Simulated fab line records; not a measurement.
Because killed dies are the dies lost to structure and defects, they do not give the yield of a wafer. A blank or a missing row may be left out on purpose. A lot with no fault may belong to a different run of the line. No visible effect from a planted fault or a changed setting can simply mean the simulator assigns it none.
The tool behind it: which one? :: flow gf180mcu :: 6 lots, 18 wafers sampled, at 4 steps of a route of 602

WHAT THE GAUGES SHOWED, per wafer
GF_PSD_RS_MEAS_14: measures by four-point-probe.
lot: L250
measured: day 15 11:59
on: film-metro-04
NSD_RS (ohm/sq): 46.20 46.14 46.23

lot: L252
measured: day 16 11:50
on: film-metro-03
NSD_RS (ohm/sq): 46.14 46.20 46.10

lot: L256
measured: day 17 16:49
on: film-metro-02
NSD_RS (ohm/sq): 46.21 46.16 46.24

lot: L264
measured: day 20 07:05
on: film-metro-03
NSD_RS (ohm/sq): 46.19 46.12 46.12

lot: L266
measured: day 20 20:39
on: film-metro-02
NSD_RS (ohm/sq): 48.17 48.28 48.14

lot: L268
measured: day 21 15:37
on: film-metro-03
NSD_RS (ohm/sq): 46.12 46.09 46.15

WHICH TOOL RAN EACH LOT (tool, then ch and the chambers of the sampled wafers, then the start)
lot: L250
GF_HV_LDD_STRIP_22: plasma-asher-04 ch 0,1, day 11 23:23
GF_NSD_IMPLANT_09: implanter-01 ch 0, day 14 14:35
GF_NSD_STRIP_11: plasma-asher-02 ch 0,1, day 14 14:53

lot: L252
GF_HV_LDD_STRIP_22: plasma-asher-01 ch 0,1, day 12 21:05
GF_NSD_IMPLANT_09: implanter-04 ch 0, day 15 13:46
GF_NSD_STRIP_11: plasma-asher-01 ch 0,1, day 15 14:04

lot: L256
GF_HV_LDD_STRIP_22: plasma-asher-01 ch 0,1, day 13 22:36
GF_NSD_IMPLANT_09: implanter-01 ch 0, day 16 17:49
GF_NSD_STRIP_11: plasma-asher-01 ch 0,1, day 16 18:05

lot: L264
GF_HV_LDD_STRIP_22: plasma-asher-01 ch 0,1, day 16 03:59
GF_NSD_IMPLANT_09: implanter-02 ch 0, day 19 05:14
GF_NSD_STRIP_11: plasma-asher-02 ch 0,1, day 19 05:32

lot: L266
GF_HV_LDD_STRIP_22: plasma-asher-01 ch 0,1, day 16 17:08
GF_NSD_IMPLANT_09: implanter-01 ch 0, day 19 18:49
GF_NSD_STRIP_11: plasma-asher-01 ch 0,1, day 19 19:05

lot: L268
GF_HV_LDD_STRIP_22: plasma-asher-01 ch 0,1, day 17 08:59
GF_NSD_IMPLANT_09: implanter-02 ch 0, day 20 13:52
GF_NSD_STRIP_11: plasma-asher-02 ch 0,1, day 20 14:10
- GF_HV_LDD_STRIP_22: strips in O2/N2.
- GF_NSD_IMPLANT_09
- GF_NSD_STRIP_11: strips in O2/N2.

THE ANSWER, worked out from the rows above alone
Rule: the lots themselves supply what counts as usual. The widest of any qualifying gaps counts: lots, ordered by their means at a reading, are off when they make up no more than a third of the lots, leave a main group of 4 or more, and stand apart from it by 3 or more times the standard deviation of that group's means. If all means in a main group match to the digits the tables above print for the reading, that group is not used. Also off: a lot with no number at a reading for which 4 or more lots have one. The other lots that the step has rows for count as sound.
Off: at GF_PSD_RS_MEAS_14 (NSD_RS), L266. The main group has a mean of 46.16 ohm/sq with a standard deviation of 0.031.
If a tool, at a process step before that reading, ran all the lots that are off and no sound lot after the first of them, it fits. Those tools and the gauges at GF_PSD_RS_MEAS_14 are tried in the same way. Can't be told from this: 3 tools fit, implanter-01 at GF_NSD_IMPLANT_09, plasma-asher-01 at GF_NSD_STRIP_11, film-metro-02 at GF_PSD_RS_MEAS_14.

WHAT THE SIMULATOR HAD PUT IN
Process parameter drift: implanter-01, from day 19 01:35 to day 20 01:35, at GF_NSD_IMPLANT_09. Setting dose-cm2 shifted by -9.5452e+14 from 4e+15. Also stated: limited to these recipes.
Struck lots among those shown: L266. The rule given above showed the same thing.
